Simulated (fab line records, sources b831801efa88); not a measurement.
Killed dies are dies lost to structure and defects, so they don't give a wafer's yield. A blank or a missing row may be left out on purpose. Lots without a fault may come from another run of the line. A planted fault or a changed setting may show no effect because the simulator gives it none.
A struck lot beside a sound one | flow gf180mcu | 15 steps out of a route of 602
Sound: wafers L175.2, L175.4, L175.5. Struck: wafers L159.1, L159.3, L159.6. The cause comes at the end.
At each step with rows: each side's tool, then ch and its chambers, then its first start. Under that, the readings that differ: sound wafers | struck wafers | difference of the means | sigmas: that difference in standard deviations of wafers without a fault.
alike: readings whose means differ by less than 2 such deviations, and words and numbers that are the same on both sides. not compared: withheld readings, readings that some wafer has no value for, bounds like >300 that may hide the same value, and numbers for which the record gives no deviation and whose values overlap.
The two part at a step that has a row with sigmas, a row that says differs or no value, or rows on one side only. Numbers that don't overlap but have no deviation are shown without sigmas and don't part them. A reading that every wafer of one side lacks parts them only if that side has two wafers or more.

first, 3 steps without rows for these wafers: GF_V2_EXPOSE_11 (exposes mask Via2, target cd 260 nm); GF_V2_PEB_12 (peb time 90 s); GF_V2_DEVELOP_13 (develop time 60 s).
GF_V2_CD_MEAS_14: target cd 260 nm.
  sound on cd_sem-01, day 27 11:58; struck on cd_sem-02, day 22 06:39
  reading    | sound             | struck            | difference | sigmas
  cd_nm (nm) | 263.3 263.1 263.2 | 258.7 259.0 258.5 | -4.5       | -3
GF_V2_OVL_MEAS_15:
  sound on overlay-02, day 27 12:04; struck on overlay-01, day 22 06:46
  alike: V2_OVL
GF_V2_ETCH_16: etches BARC in N2/H2.
  sound on rie_diel-03 ch 2,3, day 27 12:06; struck on rie_diel-03 ch 0,2, day 22 06:49
  alike: drypump_motor_current_A, oes_product_au, rf_fwd_power_W, throttle_valve_pct
GF_V2_ETCH_17: etches SiO2 in C4F8/O2/Ar, stops on TiN, target depth 630 nm.
  sound on rie_diel-03 ch 2,3; struck on rie_diel-03 ch 0,2
  alike: oes_product_au, rf_fwd_power_W
GF_V2_STRIP_18: strips in O2/N2.
  sound on plasma_asher-04 ch 0,1, day 27 12:14; struck on plasma_asher-02 ch 0,1, day 22 06:56
  alike: drypump_motor_current_A, heater_power_w, oes_product_au
  not compared: rf_hours_counter_h
then, 2 steps without rows for these wafers: GF_V2_STRIP_19 (strips in post etch residue remover, time 1200 s); GF_V2_CLEAN_20 (cleans in DIW).
GF_V2_SPUTTER_21: material Ti, target thk 15 nm, time 80.02 s.
  sound on pvd_sputter-01, day 27 12:47; struck on pvd_sputter-01, day 22 07:28
  alike: throttle_valve_pct
GF_V2_SPUTTER_22: material TiN, target thk 10 nm, time 40 s.
  sound on pvd_sputter-01, day 27 12:51; struck on pvd_sputter-01, day 22 07:32
  alike: throttle_valve_pct
GF_V2_CVD_23: deposits W, target thk 350 nm, time 104.94 s.
  sound on cvd_w-02 ch 0,1, day 27 12:53; struck on cvd_w-02 ch 1, day 22 07:34
  reading                      | sound             | struck            | difference | sigmas
  chamber_pressure_Torr (Torr) | 40.09 39.97 40.11 | 41.57 41.45 41.48 | +1.44      | +17
  alike: heater_power_w
GF_V2_RS_MEAS_24: measures by four-point-probe.
  sound on film_metro-04, day 27 13:02; struck on film_metro-03, day 22 07:41
  alike: V2_W_RS
-- the record jumps here: 8 days lie between the struck wafers' starts before and after (it left off in module V2 and takes up again in module PASSIVATION, whose first step shown is number 602 of the route) --
GF_PASSIVATION_PROBE_99:
  the record has rows for the struck wafers here (prober-02, day 30 16:43) and none for the sound ones

WHERE THEY PART
First at GF_V2_CD_MEAS_14; last, within this record, at GF_PASSIVATION_PROBE_99.

WHY: what the simulator had put in
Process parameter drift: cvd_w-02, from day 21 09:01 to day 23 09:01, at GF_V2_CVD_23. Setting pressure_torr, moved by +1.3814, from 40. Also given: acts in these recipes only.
